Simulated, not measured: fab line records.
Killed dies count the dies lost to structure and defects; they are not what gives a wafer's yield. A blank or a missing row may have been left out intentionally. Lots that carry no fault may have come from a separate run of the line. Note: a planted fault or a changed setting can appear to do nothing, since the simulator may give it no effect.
Split-lot study | flow sky130 | 23 wafers read across 5 lots, on a route 708 steps long

THE SPLIT ITSELF
At SKY_NWELL_IMPLANT_13, the setting energyKev was moved away from the recipe's 50 on 10 of the 23 wafers read, by -5.7% to +5.6%. For the rest of the wafers, this setting stayed at what the recipe calls for.

The reading comes from the split's own step.

THE READING
The simulator's own value implant.drpNm, read by no gauge, in nm at SKY_NWELL_IMPLANT_13. There is no usual value for it anywhere in the file.

wafer  | tool, chamber at the split | energyKev as run | against the recipe | implant.drpNm, nm | against lot-mates on the recipe
L074.1 | implanter-01, 0            | 50               | recipe             | 25.55             | -
L074.4 | implanter-01, 0            | 50               | recipe             | 25.55             | -
L074.6 | implanter-01, 0            | 50               | recipe             | 25.55             | -
L077.1 | implanter-04, 0            | 47.26            | -5.5%              | 24.37             | -1.18
L077.2 | implanter-04, 0            | 47.26            | -5.5%              | 24.37             | -1.18
L077.4 | implanter-04, 0            | 47.26            | -5.5%              | 24.37             | -1.18
L077.3 | implanter-04, 0            | 50               | recipe             | 25.55             | -
L077.5 | implanter-04, 0            | 50               | recipe             | 25.55             | -
L081.1 | implanter-04, 0            | 50               | recipe             | 25.55             | -
L081.4 | implanter-04, 0            | 50               | recipe             | 25.55             | -
L081.2 | implanter-04, 0            | 47.16            | -5.7%              | 24.32             | -1.23
L081.5 | implanter-04, 0            | 47.16            | -5.7%              | 24.32             | -1.23
L081.6 | implanter-04, 0            | 47.16            | -5.7%              | 24.32             | -1.23
L082.1 | implanter-04, 0            | 52.79            | +5.6%              | 26.73             | +1.18
L082.6 | implanter-04, 0            | 52.79            | +5.6%              | 26.73             | +1.18
L082.2 | implanter-04, 0            | 50               | recipe             | 25.55             | -
L082.3 | implanter-04, 0            | 50               | recipe             | 25.55             | -
L082.4 | implanter-04, 0            | 50               | recipe             | 25.55             | -
L084.1 | implanter-01, 0            | 50               | recipe             | 25.55             | -
L084.4 | implanter-01, 0            | 50               | recipe             | 25.55             | -
L084.5 | implanter-01, 0            | 50               | recipe             | 25.55             | -
L084.3 | implanter-01, 0            | 50.93            | +1.9%              | 25.95             | +0.40
L084.6 | implanter-01, 0            | 50.93            | +1.9%              | 25.95             | +0.40

FIT RESULTS
A straight line over all 23 wafers: implant.drpNm changes by +0.215 nm for each +1% of energyKev; r = +1.00; the points scatter about the line by 0.006 nm.
The same after taking each lot's own level away (the mean of its wafers on the recipe; 23 wafers): +0.215 nm for each +1%; r = +1.00; scatter 0.006 nm.
Per that fit: largest energyKev move, reading shift of 1.2 nm.
The lots' own levels span 25.550 to 25.550 nm.
So the lot-to-lot level changes the slope little: the two slopes agree.
Check: -1.22 nm against its lot-mates is what the line predicts for one of the wafers moved furthest among these (-5.7%) when that wafer is left out of the fit. Against them it came out at -1.23 nm.

FURTHER SPLITS ON THESE WAFERS
Note: prior to the reading, these wafers also went through further splits. Each is held against what the fit with the lots' levels taken away leaves over:
other split on the same wafers   | wafers away from the commonest value | r with implant.drpNm (lot level and that fit taken away)
SKY_FIELD_ISO_OXIDATION_01 tempC | 10                                   | +0.29
SKY_DNWELL_COAT_02 resistThkNm   | 5                                    | -0.05
SKY_PWDE_COAT_02 resistThkNm     | 6                                    | +0.16
SKY_PWDE_IMPLANT_08 doseCm2      | 9                                    | -0.41

THE WHOLE CHAIN: every reading that the file lists as answering this split, in the file's order
step                 | what it does | reading                                                        | change (the file's fit)               | r (the file's)
SKY_NWELL_IMPLANT_13 |              | implant.rpNm (the simulator's own value, which no gauge read)  | +0.611 nm for each +1% of the setting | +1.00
SKY_NWELL_IMPLANT_13 |              | implant.drpNm (the simulator's own value, which no gauge read) | +0.215 nm for each +1% of the setting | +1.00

THE FILE'S OWN FIT
implant.drpNm changes by +0.215 nm for each +1% of energyKev, r = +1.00.
